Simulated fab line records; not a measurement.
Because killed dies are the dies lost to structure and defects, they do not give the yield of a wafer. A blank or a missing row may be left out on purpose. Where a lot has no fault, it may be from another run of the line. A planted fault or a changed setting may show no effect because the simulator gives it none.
Matching of chambers | flow sky130 | 4 sister chambers for SKY_METAL4_ETCH_17 on rie-diel-04
The step etches SiO2 in C4F8/O2/Ar, stops on TiN, time 3.9 s, target depth 15 nm. 4 wafers are shown with their chamber, then 10 later ones without.

WAFERS PAIRED WITH THEIR CHAMBERS
wafer  | chamber | oes-product-au (a.u.)
L205.1 | 0       | 0.749
L208.3 | 1       | 0.755
L209.3 | 3       | 0.753
L209.4 | 2       | 0.758

WAFERS WHOSE CHAMBER IS MISSING
wafer  | oes-product-au (a.u.)
L209.6 | 0.765
L211.4 | 0.763
L211.5 | 0.747
L211.6 | 0.759
L212.1 | 0.750
L212.3 | 0.752
L212.5 | 0.758
L213.2 | 0.746
L213.3 | 0.759
L213.6 | 0.763

THE CHAMBER EACH PASSED THROUGH
wafer  | from the rows above               | in truth
L209.6 | can't be placed: 2 or 1 or 3      | 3
L211.4 | can't be placed: 2 or 1 or 3      | 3
L211.5 | can't be placed: 0 or 3 or 1      | 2
L211.6 | can't be placed: 2 or 1 or 3      | 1
L212.1 | can't be placed: 0 or 3 or 1      | 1
L212.3 | can't be placed: 3 or 0 or 1 or 2 | 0
L212.5 | can't be placed: 2 or 1 or 3      | 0
L213.2 | can't be placed: 0 or 3 or 1      | 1
L213.3 | can't be placed: 2 or 1 or 3      | 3
L213.6 | can't be placed: 2 or 1 or 3      | 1
0 of 10 placed correctly. Not placeable from these rows: 10 (in 8, the candidates include the true chamber). Wrongly placed: 0.
How it was worked out, from the rows above alone: a wafer's distance from a chamber is the root of the sum, over the readings, of the square of ((its reading less the chamber's mean) divided by the reading's scatter). The wafer belongs to the nearest chamber; if the next one is less than 2 further off, it can't be placed. A chamber's mean is the mean of its shown wafers. The scatter: root of mean squared gap, hidden wafer to nearest shown wafer, with one shown wafer a chamber.
